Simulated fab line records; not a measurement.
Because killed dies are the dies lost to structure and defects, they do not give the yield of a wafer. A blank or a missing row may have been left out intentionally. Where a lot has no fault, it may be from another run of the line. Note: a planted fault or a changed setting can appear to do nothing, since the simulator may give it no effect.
fab line records	flow sky130
record: lots: 12	wafers: 36	last_day: 50
route steps=708 shown SONOS_ONO@185 METAL4@631 VIA4@651 PASSIVATION@693 PAD_OPEN@708
lots with no fault: from the same line, run without faults
start_h: the number of hours between the record's first day and the start of the first shown wafer of the lot	wait_h: hours from the lot's prior step to this one	" the same as in the row above	L1.1+2: several wafers, shown together as one row	- no value, or no start given	* or withheld: withheld	< > ~ a bound
route shown NAME@n: a module of which the file shows steps, and the number in the route of the first	usual: mean/standard deviation of fault-free wafers	same: alike in all rows	chamber/n: place in a boat	sites: per-site readings	_std_site: the values' standard deviation	_edge_site: outer sites' mean less inner sites'	radius_mm: for every site, how far away it sits from the centre of the wafer	mask NAME#n: copy n	behind: the most recent tool/chamber to have shaped the wafer	hold: reason for holding the lot/hours on hold/outcome of the hold	device: which transistor (n, p or np) failed to switch	end of line: the route-end tests of the same wafers	a step given without rows: its recipe and nothing more	killed: the dies lost at the first sort to structure and to defects; this is not the yield of the wafer	map: the dies of a wafer, with x for killed, . for not killed, _ for no die there
set.NAME: the run value of the setting; set.NAME@STEP: its run value at that earlier step	model.NAME: the simulator's own value behind a step, which no gauge read
steps of the route over a sample of lots; a table a step, a row a wafer
services: when a tool's chamber went out of use (start_h, in hours from the record's first day, below 0 if earlier), for how many hours, and the reason
== steps ==
step: SKY_SONOS_ONO_STRIP_17
recipe: chemistry: O2/N2	power_w: 1400	pressure_mtorr: 1500	platen_temp_c: withheld	o2_flow_sccm: 3000	n2_flow_sccm: 300	overash_fraction: 0.5
usual: drypump_motor_current_A: 5.6/0.4	oes_product_au: 0.709/0.0046	strip_time_to_endpoint_s: 14.11/0.039
same: overash_fraction: 0.5
lot.wafer	tool	chamber	start_h	wait_h	drypump_motor_current_A	oes_product_au	rf_hours_counter_h	strip_time_to_endpoint_s
L636.2	plasma_asher-02	0	275.02	0.0	5.7	0.712	60	14.04
L636.3	"	1	"	"	5.4	0.698	-	14.09
L636.4	"	0	"	"	5.7	0.703	-	14.11
L637.3	plasma_asher-01	0	284.80	0.0	5.3	0.711	-	14.11
L637.5	"	1	"	"	5.7	0.706	-	14.12
L637.6	"	0	"	"	5.3	0.706	-	14.12
L639.1	plasma_asher-02	0	301.26	0.0	5.7	0.712	62	14.06
L639.3	"	1	"	"	5.4	0.703	-	14.05
L639.6	"	1	"	"	5.4	0.713	-	14.06
L642.1	plasma_asher-01	0	331.89	0.0	5.4	0.708	19	14.11
L642.3	"	0	"	"	5.3	0.707	-	14.12
L642.5	"	1	"	"	5.7	0.703	-	14.12
L643.3	plasma_asher-04	1	346.88	0.0	5.0	0.704	-	14.14
L643.4	"	0	"	"	6.2	0.711	-	14.17
L643.6	"	1	"	"	5.0	0.707	-	14.12
L644.1	plasma_asher-01	1	372.38	0.0	5.7	0.703	23	14.10
L644.4	"	1	"	"	5.7	0.716	-	14.10
L644.5	"	1	"	"	5.7	0.705	-	14.12
L645.4	plasma_asher-04	0	372.71	0.0	6.2	0.706	-	14.05
L645.5	"	1	"	"	5.0	0.712	-	14.10
L645.6	"	0	"	"	6.2	0.717	-	14.09
L647.2	plasma_asher-04	0	383.10	0.0	6.3	0.707	71	14.08
L647.4	"	0	"	"	6.2	0.706	-	14.13
L647.6	"	1	"	"	5.0	0.715	-	14.10
L653.2	plasma_asher-04	0	431.11	0.0	6.3	0.713	76	14.13
L653.5	"	1	"	"	5.0	0.705	-	14.13
L653.6	"	0	"	"	6.2	0.709	-	14.13
L654.4	plasma_asher-04	0	431.98	0.0	6.3	0.712	-	14.17
L654.5	"	1	"	"	5.0	0.710	-	14.16
L654.6	"	0	"	"	6.3	0.713	-	14.16
L655.2	plasma_asher-02	1	436.80	0.0	5.4	0.707	0	14.02
L655.5	"	1	"	"	5.4	0.711	-	14.02
L655.6	"	0	"	"	5.7	0.703	-	13.99
L656.3	plasma_asher-01	1	453.36	0.0	5.7	0.706	-	14.13
L656.4	"	0	"	"	5.4	0.715	-	14.13
L656.5	"	0	"	"	5.4	0.713	-	14.10
step: SKY_METAL4_DESCUM_15
recipe: chemistry: O2	source_power_w: 150	bias_power_w: 0	pressure_mtorr: 10	temp_c: 40	time_s: 8
usual: drypump_motor_current_A: 5.90/0.18	oes_product_au: 1.000/0.0091	rf_fwd_power_W: 146.9/0.56
lot.wafer	tool	chamber	start_h	wait_h	drypump_motor_current_A	oes_product_au	rf_fwd_power_W	rf_hours_counter_h
L636.2	rie_metal-03	1	970.80	0.0	5.70	0.980	147.7	4
L636.3	"	0	"	"	5.78	1.004	147.0	-
L636.4	"	1	"	"	5.68	0.996	147.9	-
L637.3	rie_metal-03	0	987.82	0.0	5.77	1.003	146.6	-
L637.5	"	1	"	"	5.72	1.001	147.0	-
L637.6	"	0	"	"	5.77	1.011	146.8	-
L639.1	rie_metal-01	1	993.64	0.0	5.73	0.993	146.7	3
L639.3	"	1	"	"	5.71	0.999	147.4	-
L639.6	"	0	"	"	6.05	0.989	147.1	-
L642.1	rie_metal-03	1	1021.57	0.0	5.70	1.010	147.8	7
L642.3	"	1	"	"	5.70	0.997	147.8	-
L642.5	"	0	"	"	5.78	1.014	147.6	-
L643.3	rie_metal-01	0	1031.67	0.0	6.02	1.015	147.3	-
L643.4	"	1	"	"	5.71	1.003	146.5	-
L643.6	"	0	"	"	6.03	1.005	147.7	-
L644.1	rie_metal-01	0	1051.66	0.0	6.03	1.012	146.8	20
L644.4	"	1	"	"	5.72	0.995	147.0	-
L644.5	"	1	"	"	5.73	0.997	146.6	-
L645.4	rie_metal-01	1	1053.98	0.0	5.71	1.005	146.6	-
L645.5	"	0	"	"	5.98	1.009	146.8	-
L645.6	"	1	"	"	5.68	0.997	146.5	-
L647.2	rie_metal-02	0	1059.38	0.0	6.18	0.999	147.0	-
L647.4	"	0	"	"	6.17	0.992	147.5	-
L647.6	"	0	"	"	6.16	0.981	147.8	-
L653.2	rie_metal-01	0	1097.67	0.0	6.00	1.009	147.7	23
L653.5	"	0	"	"	6.01	1.005	146.6	-
L653.6	"	1	"	"	5.73	0.995	146.2	-
L654.4	rie_metal-01	1	1099.53	0.0	5.76	0.983	147.2	-
L654.5	"	1	"	"	5.75	1.010	147.1	-
L654.6	"	0	"	"	6.02	1.018	147.6	-
L655.2	rie_metal-02	1	1111.01	0.0	5.87	0.996	146.2	3
L655.5	"	0	"	"	6.18	1.000	146.9	-
L655.6	"	1	"	"	5.87	0.993	146.5	-
L656.3	rie_metal-01	0	1113.30	0.0	6.07	0.995	147.6	-
L656.4	"	1	"	"	5.74	1.005	146.3	-
L656.5	"	0	"	"	6.03	1.007	147.1	-
step: SKY_VIA4_ETCH_12
recipe: target: SiO2	chemistry: C4F8/O2/Ar	stop_on: TiN	mask_material: NOVOLAK	source_w: 1500	bias_w: 1200	pressure_mtorr: 40	c4f8_flow_sccm: withheld	O2_flow_sccm: 6	Ar_flow_sccm: 300	time_s: withheld	target_depth_a: 5800
usual: bias_w: 1200/3.5	oes_product_au: 0.925/0.0048	rf_fwd_power_W: 1489/4.6
lot.wafer	tool	chamber	start_h	wait_h	bias_w	oes_product_au	rf_fwd_power_W
L636.2	rie_diel-04	0	995.19	0.0	1199	0.932	1483
L636.3	"	3	"	"	1198	0.924	1493
L636.4	"	2	"	"	1201	0.924	1486
L637.3	rie_diel-02	1	1012.25	0.0	1206	0.923	1489
L637.5	"	2	"	"	1206	0.927	1479
L637.6	"	1	"	"	1198	0.925	1487
L639.1	rie_diel-02	1	1017.69	0.0	1203	0.922	1497
L639.3	"	2	"	"	1204	0.923	1487
L639.6	"	2	"	"	1202	0.932	1488
L642.1	rie_diel-04	3	1045.49	0.0	1201	0.925	1490
L642.3	"	2	"	"	1200	0.922	1489
L642.5	"	2	"	"	1204	0.934	1487
L643.3	rie_diel-02	3	1055.24	0.0	1201	0.924	1500
L643.4	"	2	"	"	1201	0.932	1481
L643.6	"	0	"	"	1202	0.923	1480
L644.1	rie_diel-01	3	1074.15	0.0	1196	0.928	1495
L644.4	"	2	"	"	1200	0.927	1492
L644.5	"	0	"	"	1200	0.925	1497
L645.4	rie_diel-01	1	1076.64	0.0	1205	0.924	1489
L645.5	"	0	"	"	1202	0.922	1489
L645.6	"	1	"	"	1199	0.923	1484
L647.2	rie_diel-02	0	1082.30	0.0	1200	0.931	1484
L647.4	"	3	"	"	1197	0.920	1499
L647.6	"	2	"	"	1201	0.922	1491
L653.2	rie_diel-04	2	1115.00	0.0	1208	0.919	1487
L653.5	"	2	"	"	1200	0.923	1491
L653.6	"	1	"	"	1197	0.919	1485
L654.4	rie_diel-01	1	1115.40	0.0	1197	0.930	1487
L654.5	"	0	"	"	1200	0.925	1487
L654.6	"	1	"	"	1202	0.930	1489
L655.2	rie_diel-04	2	1127.70	0.0	1202	0.925	1491
L655.5	"	2	"	"	1203	0.925	1492
L655.6	"	3	"	"	1205	0.916	1490
L656.3	rie_diel-02	0	1133.74	0.0	1200	0.931	1481
L656.4	"	3	"	"	1200	0.927	1487
L656.5	"	1	"	"	1200	0.924	1497
step: SKY_PASSIVATION_STRIP_12
recipe: chemistry: O2/N2	power_w: 1400	pressure_mtorr: 1500	platen_temp_c: withheld	overash_fraction: 0.7	o2_flow_sccm: 3000	n2_flow_sccm: 300
usual: drypump_motor_current_A: 5.5/0.44	oes_product_au: 0.661/0.0044	strip_time_to_endpoint_s: 31.53/0.13
same: overash_fraction: 0.7
lot.wafer	tool	chamber	start_h	wait_h	drypump_motor_current_A	oes_product_au	rf_hours_counter_h	strip_time_to_endpoint_s
L636.2	plasma_asher-02	1	1041.92	0.1	5.4	0.666	69	31.46
L636.3	"	0	"	"	5.7	0.659	-	31.43
L636.4	"	1	"	"	5.4	0.657	-	31.54
L637.3	plasma_asher-04	1	1059.01	0.1	5.0	0.666	-	31.61
L637.5	"	0	"	"	6.2	0.662	-	31.53
L637.6	"	1	"	"	5.0	0.654	-	31.59
L639.1	plasma_asher-04	1	1063.72	0.1	5.0	0.662	26	31.64
L639.3	"	1	"	"	5.0	0.665	-	31.49
L639.6	"	1	"	"	5.0	0.657	-	31.65
L642.1	plasma_asher-04	1	1090.39	0.1	5.0	0.658	30	31.65
L642.3	"	1	"	"	5.0	0.669	-	31.53
L642.5	"	0	"	"	6.3	0.662	-	31.49
L643.3	plasma_asher-04	0	1099.86	0.1	6.3	0.662	-	31.40
L643.4	"	1	"	"	5.0	0.655	-	31.32
L643.6	"	1	"	"	5.0	0.660	-	31.43
L644.1	plasma_asher-03	0	1113.42	0.1	5.0	0.659	5	31.45
L644.4	"	1	"	"	5.4	0.665	-	31.38
L644.5	"	1	"	"	5.4	0.657	-	31.49
L645.4	plasma_asher-03	1	1115.53	0.1	5.4	0.659	-	31.62
L645.5	"	1	"	"	5.4	0.663	-	31.60
L645.6	"	0	"	"	5.0	0.660	-	31.70
L647.2	plasma_asher-04	0	1118.12	0.1	6.2	0.662	34	31.29
L647.4	"	1	"	"	5.0	0.655	-	31.51
L647.6	"	1	"	"	5.0	0.665	-	31.43
L653.2	plasma_asher-03	0	1155.64	0.1	5.0	0.653	10	31.66
L653.5	"	1	"	"	5.4	0.654	-	31.50
L653.6	"	0	"	"	5.0	0.668	-	31.68
L654.4	plasma_asher-04	1	1156.46	0.1	4.9	0.669	-	31.44
L654.5	"	1	"	"	5.0	0.665	-	31.26
L654.6	"	0	"	"	6.2	0.657	-	31.41
L655.2	plasma_asher-02	1	1166.37	0.1	5.4	0.666	77	31.74
L655.5	"	1	"	"	5.4	0.664	-	31.70
L655.6	"	0	"	"	5.7	0.659	-	31.47
L656.3	plasma_asher-02	1	1171.95	0.1	5.4	0.656	-	31.60
L656.4	"	0	"	"	5.7	0.671	-	31.49
L656.5	"	0	"	"	5.7	0.660	-	31.58
step: SKY_PAD_OPEN_PROBE_99
usual: killed_at_M0_to_M3: 44/6.4	killed_at_M4_up: 3.6/2.1	killed_at_contacts: 23/5.1	killed_at_front_end: 15/4.3	killed_at_other: 0.3/0.56	killed_dies: 86/9	killed_on_rim: 17/3.3	killed_open: 47/6.4	killed_short: 39/5.8
same: gross_dies: 492	killed_at_back_side: 0
lot.wafer	tool	chamber	start_h	wait_h	killed_at_M0_to_M3	killed_at_M4_up	killed_at_contacts	killed_at_front_end	killed_at_other	killed_dies	killed_on_rim	killed_open	killed_short
L636.2	prober-01	-	1065.70	0.1	36	3	21	16	0	76	18	45	31
L636.3	prober-01	-	1065.75	0.2	48	5	21	14	0	88	22	49	39
L636.4	prober-01	-	1065.80	0.2	43	1	25	22	0	91	15	43	47
L643.3	prober-01	-	1119.43	0.2	44	6	20	9	1	80	9	45	35
L643.4	prober-01	-	1119.48	0.2	39	2	26	10	1	78	14	44	34
L643.6	prober-01	-	1119.58	0.2	56	2	15	13	0	86	16	48	38
L644.1	prober-02	-	1129.87	0.1	39	3	18	9	0	69	14	42	27
L644.4	prober-02	-	1130.02	0.2	47	4	19	13	0	83	11	41	41
L644.5	prober-02	-	1130.07	0.2	48	4	15	15	1	83	12	42	41
L645.4	prober-01	-	1135.34	0.2	53	3	28	15	0	99	12	57	42
L645.5	prober-01	-	1135.39	0.2	56	2	14	17	1	90	17	51	39
L645.6	prober-01	-	1135.44	0.2	33	5	25	16	0	79	14	44	35
L653.2	prober-01	-	1175.61	0.1	40	3	29	39	0	111	26	50	35
L653.5	prober-01	-	1175.76	0.2	43	6	23	72	0	144	26	50	35
L653.6	prober-01	-	1175.81	0.2	48	2	26	45	0	121	27	59	33
L654.4	prober-02	-	1176.08	0.2	39	2	24	45	0	110	26	45	38
L654.5	prober-02	-	1176.13	0.2	42	0	16	70	1	129	19	35	31
L654.6	prober-02	-	1176.18	0.2	48	6	16	43	0	113	23	50	34
L655.2	prober-01	-	1185.16	0.1	40	7	22	20	0	89	20	56	31
L655.5	prober-01	-	1185.31	0.2	35	4	20	13	0	72	9	35	37
L655.6	prober-01	-	1185.36	0.2	54	5	27	22	1	109	22	53	54
killed by level:class
L636.2 VIA1:geometric_particle:open=10 LI_CONTACT:geometric_particle:open=8 VIA1:geometric_particle:short=7 CONTACT:geometric_particle:open=6 VIA3:geometric_particle:open=6 VIA2:geometric_particle:open=5 FIELD_ISO:geometric_particle:short=4 POLY_GATE:geometric_particle:open=3
L636.3 VIA1:geometric_particle:short=11 VIA1:geometric_particle:open=10 CONTACT:geometric_particle:open=10 VIA3:geometric_particle:open=7 FIELD_ISO:geometric_particle:open=6 METAL2:geometric_particle:short=6 VIA2:geometric_particle:open=5 POLY_GATE:geometric_particle:open=4
L636.4 VIA2:geometric_particle:open=7 FIELD_ISO:geometric_particle:short=6 CONTACT:geometric_particle:open=6 CONTACT:geometric_particle:short=6 VIA1:geometric_particle:open=6 VIA3:geometric_particle:open=6 POLY_GATE:geometric_particle:short=5 POLY_GATE:geometric_particle:open=5
L643.3 VIA1:geometric_particle:open=12 CONTACT:geometric_particle:open=9 VIA1:geometric_particle:short=8 LI_CONTACT:geometric_particle:open=6 METAL4:geometric_particle:short=6 VIA2:geometric_particle:short=5 VIA2:geometric_particle:open=5 FIELD_ISO:geometric_particle:open=4
L643.4 VIA2:geometric_particle:open=10 CONTACT:geometric_particle:short=9 CONTACT:geometric_particle:open=9 LI_CONTACT:geometric_particle:open=7 VIA1:geometric_particle:open=6 METAL2:geometric_particle:short=6 VIA3:geometric_particle:open=5 METAL1:geometric_particle:short=5
L643.6 VIA1:geometric_particle:open=13 METAL2:geometric_particle:short=10 VIA2:geometric_particle:open=9 LI_CONTACT:geometric_particle:open=7 VIA3:geometric_particle:open=6 FIELD_ISO:geometric_particle:short=4 CONTACT:geometric_particle:open=4 VIA1:geometric_particle:short=4
L644.1 VIA1:geometric_particle:open=10 VIA2:geometric_particle:open=9 CONTACT:geometric_particle:open=8 LI_CONTACT:geometric_particle:open=6 VIA1:geometric_particle:short=6 METAL1:geometric_particle:short=5 FIELD_ISO:geometric_particle:open=4 VIA2:geometric_particle:short=3
L644.4 VIA1:geometric_particle:open=10 VIA1:geometric_particle:short=9 METAL1:geometric_particle:short=7 CONTACT:geometric_particle:open=7 VIA2:geometric_particle:open=7 FIELD_ISO:geometric_particle:short=4 VIA3:geometric_particle:open=4 FIELD_ISO:geometric_particle:open=3
L644.5 VIA1:geometric_particle:open=12 VIA2:geometric_particle:open=6 POLY_GATE:geometric_particle:open=5 METAL1:geometric_particle:short=5 VIA3:geometric_particle:open=5 METAL2:geometric_particle:short=5 FIELD_ISO:geometric_particle:open=4 POLY_GATE:geometric_particle:short=4
L645.4 CONTACT:geometric_particle:open=13 VIA1:geometric_particle:open=12 VIA2:geometric_particle:open=9 FIELD_ISO:geometric_particle:short=5 VIA3:geometric_particle:short=5 VIA3:geometric_particle:open=5 LI_CONTACT:geometric_particle:short=4 CONTACT:geometric_particle:short=4
L645.5 VIA1:geometric_particle:open=13 VIA2:geometric_particle:open=8 VIA2:geometric_particle:short=6 CONTACT:geometric_particle:open=6 METAL2:geometric_particle:short=6 VIA3:geometric_particle:short=6 FIELD_ISO:geometric_particle:short=5 FIELD_ISO:geometric_particle:open=4
L645.6 CONTACT:geometric_particle:open=9 FIELD_ISO:geometric_particle:open=7 VIA1:geometric_particle:open=7 VIA2:geometric_particle:open=7 LI_CONTACT:geometric_particle:open=5 CONTACT:geometric_particle:short=5 FIELD_ISO:geometric_particle:short=4 VIA1:geometric_particle:short=4
L653.2 SONOS_ONO:unspecified=26 LI_CONTACT:geometric_particle:open=12 CONTACT:geometric_particle:open=7 VIA1:geometric_particle:open=7 VIA1:geometric_particle:short=6 VIA3:geometric_particle:open=6 LOCAL_INTERCONNECT:geometric_particle:short=5 METAL3:geometric_particle:short=4
L653.5 SONOS_ONO:unspecified=59 VIA2:geometric_particle:open=10 METAL1:geometric_particle:short=8 VIA3:geometric_particle:open=8 CONTACT:geometric_particle:open=7 LI_CONTACT:geometric_particle:open=6 VIA1:geometric_particle:open=5 FIELD_ISO:geometric_particle:open=4
L653.6 SONOS_ONO:unspecified=29 VIA1:geometric_particle:open=14 CONTACT:geometric_particle:open=12 LI_CONTACT:geometric_particle:open=7 VIA2:geometric_particle:open=7 VIA3:geometric_particle:open=7 METAL1:geometric_particle:short=5 VIA1:geometric_particle:short=5
L654.4 SONOS_ONO:unspecified=27 VIA1:geometric_particle:open=9 CONTACT:geometric_particle:open=8 POLY_GATE:geometric_particle:open=6 LI_CONTACT:geometric_particle:open=6 CONTACT:geometric_particle:short=5 VIA3:geometric_particle:open=5 METAL2:geometric_particle:short=5
L654.5 SONOS_ONO:unspecified=63 VIA1:geometric_particle:open=9 VIA3:geometric_particle:open=7 CONTACT:geometric_particle:open=6 VIA1:geometric_particle:short=6 METAL1:geometric_particle:short=5 CONTACT:geometric_particle:short=4 VIA2:geometric_particle:open=4
L654.6 SONOS_ONO:unspecified=29 VIA1:geometric_particle:open=14 VIA3:geometric_particle:open=11 CONTACT:geometric_particle:short=6 POLY_GATE:geometric_particle:open=5 METAL1:geometric_particle:short=5 METAL2:geometric_particle:short=5 VIA2:geometric_particle:open=5
L655.2 VIA3:geometric_particle:open=13 CONTACT:geometric_particle:open=12 VIA1:geometric_particle:short=7 FIELD_ISO:geometric_particle:open=5 FIELD_ISO:geometric_particle:short=5 VIA1:geometric_particle:open=5 VIA2:geometric_particle:open=5 POLY_GATE:geometric_particle:open=4
L655.5 VIA3:geometric_particle:open=8 CONTACT:geometric_particle:open=7 METAL1:geometric_particle:short=6 VIA1:geometric_particle:open=6 POLY_GATE:geometric_particle:short=5 FIELD_ISO:geometric_particle:open=4 FIELD_ISO:geometric_particle:short=4 LI_CONTACT:geometric_particle:open=4
L655.6 FIELD_ISO:geometric_particle:short=13 VIA1:geometric_particle:open=12 METAL2:geometric_particle:short=10 CONTACT:geometric_particle:open=10 VIA1:geometric_particle:short=8 CONTACT:geometric_particle:short=7 VIA2:geometric_particle:open=7 FIELD_ISO:geometric_particle:open=5
== services ==
tool	chamber	start_h	hours	kind
plasma_asher-02	-	275.73	4.3	pm
plasma_asher-02	-	280.06	2.8	pm
plasma_asher-02	-	344.40	9.3	repair
plasma_asher-02	-	354.22	0.6	repair
rie_metal-01	1	376.59	1.2	repair
plasma_asher-02	-	421.25	9.0	pm
rie_metal-01	-	475.05	2.5	repair
rie_metal-01	0	556.78	18.7	repair
rie_metal-01	-	614.17	2.8	pm
plasma_asher-04	-	717.74	28.1	pm
plasma_asher-04	-	745.84	9.0	pm
rie_metal-01	1	857.00	50.2	repair
rie_metal-01	0	881.27	10.1	repair
rie_metal-01	-	889.70	2.7	repair
plasma_asher-04	-	898.08	11.5	repair
plasma_asher-04	-	941.08	2.4	repair
plasma_asher-04	-	964.60	18.7	pm
rie_metal-01	1	976.91	5.8	repair
plasma_asher-04	-	1001.06	6.4	repair
rie_metal-01	1	1002.51	6.5	repair
rie_metal-01	-	1011.18	1.9	repair
plasma_asher-04	-	1038.58	14.6	pm
rie_metal-01	-	1058.47	14.6	pm
rie_metal-01	-	1133.20	1.4	pm
== key ==
first_sign: step: SKY_PAD_OPEN_PROBE_99	reading: killed_at_front_end	direction: up	sigmas: 8.6	usual: 15	struck: 52
effect: step: SKY_PAD_OPEN_PROBE_99	reading: killed_dies	direction: up	sigmas: 3.9	usual: 86	struck: 121
met_at SKY_SONOS_ONO_STRIP_17
struck_lots L653,L654
tester_left_out L653,L654
not_acting_at SKY_METAL4_DESCUM_15,SKY_VIA4_ETCH_12,SKY_PASSIVATION_STRIP_12
onset_between 383.10 431.11
fault: kind: chamber_particle_source	tool: plasma_asher-04	chamber: -	onset_h: 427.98	steps: SKY_SONOS_ONO_STRIP_17	rate_per_visit_cm2: 1.4483	end_h: 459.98
tester_left_out: of these lots the tester's yield and bins aren't shown, on N5 and GAA mostly nor the transistor test; their killed dies are dies lost to structure and defects alone, not to doping, threshold or leakage, so they don't give the yield
